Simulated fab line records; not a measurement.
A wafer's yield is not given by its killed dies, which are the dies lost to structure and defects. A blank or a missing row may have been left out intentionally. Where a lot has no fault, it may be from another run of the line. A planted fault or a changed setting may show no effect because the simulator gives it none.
Chamber matching + flow sfq_line + 3 sister chambers for SFQ_TRILAYER_I2_DEP_PECVD_063 on pecvd-03
The step deposits SiO2 from SiH4/N2O, time 111.11 s, target thk 500 nm. 16 wafers are shown with their chamber, then 8 later ones without.

## WAFERS, EACH WITH ITS CHAMBER
| wafer  | chamber | throttle_valve_pct (%) | heater_power_w (W) |
|--------|---------|------------------------|--------------------|
| L926.3 | 1       | 27.4                   | 94                 |
| L926.4 | 1       | 27.2                   | 97                 |
| L926.6 | 0       | 24.4                   | 77                 |
| L929.3 | 0       | 24.6                   | 81                 |
| L929.4 | 2       | 26.0                   | 54                 |
| L929.5 | 0       | 24.6                   | 89                 |
| L932.2 | 1       | 27.3                   | 83                 |
| L932.4 | 0       | 24.4                   | 93                 |
| L932.6 | 0       | 24.3                   | 77                 |
| L935.3 | 1       | 27.5                   | 90                 |
| L935.4 | 0       | 24.2                   | 83                 |
| L935.5 | 0       | 24.4                   | 86                 |
| L937.1 | 0       | 24.6                   | 76                 |
| L937.2 | 1       | 27.5                   | 96                 |
| L937.6 | 0       | 24.5                   | 86                 |
| L939.1 | 1       | 27.3                   | 93                 |

SIGNATURES, as means of the wafers listed above
| reading            | chamber 0 | chamber 1 | chamber 2 | scatter within a chamber |
|--------------------|-----------|-----------|-----------|--------------------------|
| throttle_valve_pct | 24.444    | 27.367    | 26.000    | 0.135                    |
| heater_power_w     | 83.11     | 92.17     | 54.00     | 5.61                     |
Rule: a wafer lies at a distance from a chamber equal to the root of the sum of squares, over the readings, of (its reading less the chamber's mean, divided by the reading's scatter). The wafer belongs to the nearest chamber; if the next one is less than 2 further off, it can't be placed. The scatter: take each reading less its chamber's mean, square it, sum over the shown wafers, divide by the number of wafers less the number of chambers, and take the root.

## WAFERS WHOSE CHAMBER IS MISSING
| wafer  | throttle_valve_pct (%) | heater_power_w (W) |
|--------|------------------------|--------------------|
| L939.2 | 26.2                   | 45                 |
| L939.6 | 24.3                   | 87                 |
| L940.1 | 27.2                   | 93                 |
| L940.2 | 24.3                   | 89                 |
| L940.6 | 24.3                   | 93                 |
| L947.3 | 22.5                   | 87                 |
| L947.4 | 23.1                   | 89                 |
| L947.6 | 23.1                   | 37                 |

## CHAMBER TAKEN BY EACH
| wafer  | from the rows above | in truth                   |
|--------|---------------------|----------------------------|
| L939.2 | 2                   | 2                          |
| L939.6 | 0                   | 0                          |
| L940.1 | 1                   | 1                          |
| L940.2 | 0                   | 0                          |
| L940.6 | 0                   | 0                          |
| L947.3 | 0                   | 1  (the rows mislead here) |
| L947.4 | 0                   | 0                          |
| L947.6 | 0                   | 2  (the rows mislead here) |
Placed correctly: 6 of 8. Can't be placed from these rows: 0. 2 placed wrongly.
